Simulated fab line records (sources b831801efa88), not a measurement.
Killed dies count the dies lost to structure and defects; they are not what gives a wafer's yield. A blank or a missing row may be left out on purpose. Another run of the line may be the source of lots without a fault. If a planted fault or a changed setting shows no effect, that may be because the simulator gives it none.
Split-lot experiment ; flow sky130 ; route with 708 steps; 5 lots, 27 wafers read

SPLIT DETAILS
At SKY_FIELD_ISO_OXIDATION_01 (stabilise 600 s, purge 300 s, target thk 12 nm), the setting ox_time_s was moved away from the recipe's 1843 s on 18 of the 27 wafers read, by -28.9% to +42.3%. This setting was run at the recipe's value on the other wafers.

The file shows no step between the split and the reading.

THE READING
FIELD_ISO_OXIDATION_00_THK (nm), taken at SKY_FIELD_ISO_THK_MEAS_02. Typical for fault-free wafers on this fab line: 12.12 nm, with standard deviation 0.24 nm.

wafer;tool, chamber at the split;ox_time_s as run, s;against the recipe;FIELD_ISO_OXIDATION_00_THK, nm;against lot-mates on the recipe
L079.1;-, -;1843;recipe;12.08;-
L079.2;-, -;1843;recipe;12.20;-
L079.3;-, -;1843;recipe;11.86;-
L079.4;-, -;1843;recipe;11.85;-
L079.5;-, -;1843;recipe;12.13;-
L079.6;-, -;1843;recipe;11.91;-
L078.4;furnace-01, 0;1843;recipe;11.97;-
L078.5;furnace-01, 0;1843;recipe;12.11;-
L078.6;furnace-01, 0;1843;recipe;11.88;-
L081.1;-, -;1474;-20.0%;10.54;no lot-mate on the recipe
L081.2;-, -;1474;-20.0%;10.63;no lot-mate on the recipe
L081.3;-, -;1474;-20.0%;10.68;no lot-mate on the recipe
L081.4;-, -;1474;-20.0%;10.40;no lot-mate on the recipe
L081.5;-, -;1474;-20.0%;10.49;no lot-mate on the recipe
L081.6;-, -;1474;-20.0%;10.29;no lot-mate on the recipe
L082.1;-, -;2622;+42.3%;15.27;no lot-mate on the recipe
L082.2;-, -;2622;+42.3%;15.34;no lot-mate on the recipe
L082.3;-, -;2622;+42.3%;15.20;no lot-mate on the recipe
L082.4;-, -;2622;+42.3%;15.33;no lot-mate on the recipe
L082.5;-, -;2622;+42.3%;15.53;no lot-mate on the recipe
L082.6;-, -;2622;+42.3%;15.24;no lot-mate on the recipe
L083.1;-, -;1310;-28.9%;9.98;no lot-mate on the recipe
L083.2;-, -;1310;-28.9%;9.79;no lot-mate on the recipe
L083.3;-, -;1310;-28.9%;9.87;no lot-mate on the recipe
L083.4;-, -;1310;-28.9%;10.05;no lot-mate on the recipe
L083.5;-, -;1310;-28.9%;9.89;no lot-mate on the recipe
L083.6;-, -;1310;-28.9%;9.88;no lot-mate on the recipe

FIT RESULTS
A straight line over all 27 wafers: FIELD_ISO_OXIDATION_00_THK changes by +0.0764 nm for each +1% of ox_time_s; r = +1.00; the points scatter about the line by 0.13 nm.
Too few moved wafers have a lot-mate on the recipe to fit a line with each lot's own level taken away.

THE WHOLE CHAIN: every reading that the file lists as answering this split, in the file's order
step;what it does;reading;change (the file's fit);r (the file's)
SKY_FIELD_ISO_OXIDATION_01;stabilise 600 s, purge 300 s, target thk 12 nm;SiO2_of_FIELD_ISO_OXIDATION_01.thk_nm (the simulator's own value, which no gauge read);+0.0761 nm for each +1% of the setting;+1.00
SKY_FIELD_ISO_THK_MEAS_02;;FIELD_ISO_OXIDATION_00_THK;+0.0764 for each +1% of the setting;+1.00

FILE'S OWN FIT
FIELD_ISO_OXIDATION_00_THK changes by +0.0764 nm for each +1% of ox_time_s, r = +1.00.
